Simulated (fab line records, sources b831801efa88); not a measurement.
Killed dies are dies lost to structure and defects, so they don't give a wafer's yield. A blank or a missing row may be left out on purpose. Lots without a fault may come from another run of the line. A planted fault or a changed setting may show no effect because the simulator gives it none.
A struck lot beside a sound one | flow sky130 | 43 steps out of a route of 708
Sound: wafers L177.1, L177.2, L177.4. Struck: wafers L182.4, L182.6. The cause comes at the end.
At each step with rows: each side's tool, then ch and its chambers, then its first start. Under that, the readings that differ: sound wafers | struck wafers | difference of the means | sigmas: that difference in standard deviations of wafers without a fault.
alike: readings whose means differ by less than 2 such deviations, and words and numbers that are the same on both sides. not compared: withheld readings, readings that some wafer has no value for, bounds like >300 that may hide the same value, and numbers for which the record gives no deviation and whose values overlap.
The two part at a step that has a row with sigmas, a row that says differs or no value, or rows on one side only. Numbers that don't overlap but have no deviation are shown without sigmas and don't part them. A reading that every wafer of one side lacks parts them only if that side has two wafers or more.

first, 1 step without rows for these wafers: SKY_FIELD_ISO_ANNEAL_26 (time 1800 s).
SKY_FIELD_ISO_CMP_27: polishes, stops on Si3N4, t overpolish 16 s, target thk 457.8 nm.
  sound on cmp-01 ch 1,2,3, day 2 21:31; struck on cmp-02 ch 0,3, day 3 21:33
  reading                | sound       | struck  | difference | sigmas
  time_to_endpoint_s (s) | 118 123 120 | 108 110 | -11        | -3
  alike: motor_current_A, overpolish_run_s
then, 5 steps without rows for these wafers: SKY_FIELD_ISO_WET_ETCH_28 (etches SiO2 in dHF, target depth 23.7 nm, time 47 s); SKY_FIELD_ISO_WET_ETCH_29 (etches Si3N4 in H3PO4, target depth 160 nm, time 1825 s); SKY_FIELD_ISO_WET_ETCH_30 (etches SiO2 in dHF, target depth 25 nm, time 50 s); SKY_NWELL_CLEAN_00 (cleans in SC1/SC2, time 150 s); SKY_NWELL_OXIDATION_01 (stabilise 600 s, purge 300 s, target thk 10 nm).
SKY_NWELL_THK_MEAS_02:
  sound on film_metro-03, day 3 00:26; struck on film_metro-04, day 4 00:07
  alike: NWELL_OXIDATION_THK
then, 4 steps without rows for these wafers: SKY_DNWELL_DEHYDRATE_00 (time 60 s); SKY_DNWELL_HMDS_01 (prime time 60 s); SKY_DNWELL_COAT_02 (resist thk 3000 nm); SKY_DNWELL_SOFTBAKE_03.
SKY_DNWELL_EXPOSE_04: exposes mask DNM, target cd 3000 nm.
  sound on iline_stepper-02 ch 0, day 3 08:20; struck on iline_stepper-02 ch 0, day 4 08:38
  alike: mask, reticle_temp_C
then, 3 steps without rows for these wafers: SKY_DNWELL_PEB_05; SKY_DNWELL_DEVELOP_06 (develop time 60 s); SKY_DNWELL_IMPLANT_07.
SKY_DNWELL_STRIP_08: strips in O2/N2.
  sound on plasma_asher-01 ch 0,1, day 3 16:51; struck on plasma_asher-03 ch 1, day 4 16:36
  reading                     | sound       | struck  | difference | sigmas
  drypump_motor_current_A (A) | 5.0 4.8 4.8 | 6.4 6.4 | +1.5       | +3
  alike: chamber_pressure_mTorr, n2_flow_sccm, oes_product_au, strip_time_to_endpoint_s
  not compared: rf_hours_counter_h
SKY_DNWELL_TW_MEAS_09:
  sound on film_metro-03, day 3 16:57; struck on film_metro-01, day 4 16:41
  alike: DNWELL_TW
then, 7 steps without rows for these wafers: SKY_PWDE_DEHYDRATE_00 (time 60 s); SKY_PWDE_HMDS_01 (prime time 60 s); SKY_PWDE_COAT_02 (resist thk 3000 nm); SKY_PWDE_SOFTBAKE_03; SKY_PWDE_EXPOSE_04 (exposes mask PWDEM, target cd 840 nm); SKY_PWDE_PEB_05; SKY_PWDE_DEVELOP_06 (develop time 60 s).
SKY_PWDE_OVL_MEAS_07:
  sound on overlay-01, day 4 09:44; struck on overlay-01, day 5 09:35
  alike: PWDE_OVL
then, 1 step without rows for these wafers: SKY_PWDE_IMPLANT_08.
SKY_PWDE_STRIP_09: strips in O2/N2.
  sound on plasma_asher-04 ch 0,1, day 4 09:55; struck on plasma_asher-02 ch 1, day 5 09:47
  reading                      | sound             | struck      | difference | sigmas
  strip_time_to_endpoint_s (s) | 36.85 36.81 36.91 | 37.17 37.13 | +0.29      | +4
  alike: chamber_pressure_mTorr, drypump_motor_current_A, n2_flow_sccm, oes_product_au
  not compared: rf_hours_counter_h
SKY_PWDE_TW_MEAS_10:
  sound on film_metro-03, day 4 10:01; struck on film_metro-01, day 5 09:53
  alike: PWDE_TW
then, 7 steps without rows for these wafers: SKY_NWELL_DEHYDRATE_03 (time 60 s); SKY_NWELL_HMDS_04 (prime time 60 s); SKY_NWELL_COAT_05 (resist thk 3000 nm); SKY_NWELL_SOFTBAKE_06; SKY_NWELL_EXPOSE_07 (exposes mask NWM, target cd 840 nm); SKY_NWELL_PEB_08; SKY_NWELL_DEVELOP_09 (develop time 60 s).
SKY_NWELL_OVL_MEAS_10:
  sound on overlay-01, day 5 03:18; struck on overlay-01, day 6 03:52
  alike: NWELL_00_OVL
then, 3 steps without rows for these wafers: SKY_NWELL_IMPLANT_11; SKY_NWELL_IMPLANT_12; SKY_NWELL_IMPLANT_13.
SKY_NWELL_STRIP_14: strips in O2/N2.
  sound on plasma_asher-01 ch 0,1, day 5 03:47; struck on plasma_asher-02 ch 0, day 6 04:22
  reading                     | sound       | struck  | difference | sigmas
  drypump_motor_current_A (A) | 4.9 4.8 5.0 | 6.5 6.6 | +1.6       | +3
  alike: chamber_pressure_mTorr, n2_flow_sccm, oes_product_au, strip_time_to_endpoint_s
  not compared: rf_hours_counter_h
SKY_NWELL_TW_MEAS_15:
  sound on film_metro-01, day 5 03:53; struck on film_metro-04, day 6 04:28
  alike: NWELL_TW
-- the record jumps here: 41 days lie between the struck wafers' starts before and after (it left off in module NWELL and takes up again in module PAD_OPEN, whose first step shown is number 708 of the route) --
SKY_PAD_OPEN_PROBE_99:
  sound on prober-01, day 46 07:41; struck on prober-02, day 47 12:50
  reading                                  | sound          | struck    | difference | sigmas
  model.etest.res_deep_nwell.width_nm (nm) | 3000 3002 2983 | 3037 3038 | +42        |
  alike: killed_at_M0_to_M3, killed_at_M4_up, killed_at_contacts, killed_at_front_end, killed_at_other, killed_dies, killed_open, killed_short

WHERE THEY PART
First at SKY_FIELD_ISO_CMP_27; last, within this record, at SKY_NWELL_STRIP_14. Later steps at which nothing parts them and some readings are alike: SKY_NWELL_TW_MEAS_15, SKY_PAD_OPEN_PROBE_99.

WHY: what the simulator had put in
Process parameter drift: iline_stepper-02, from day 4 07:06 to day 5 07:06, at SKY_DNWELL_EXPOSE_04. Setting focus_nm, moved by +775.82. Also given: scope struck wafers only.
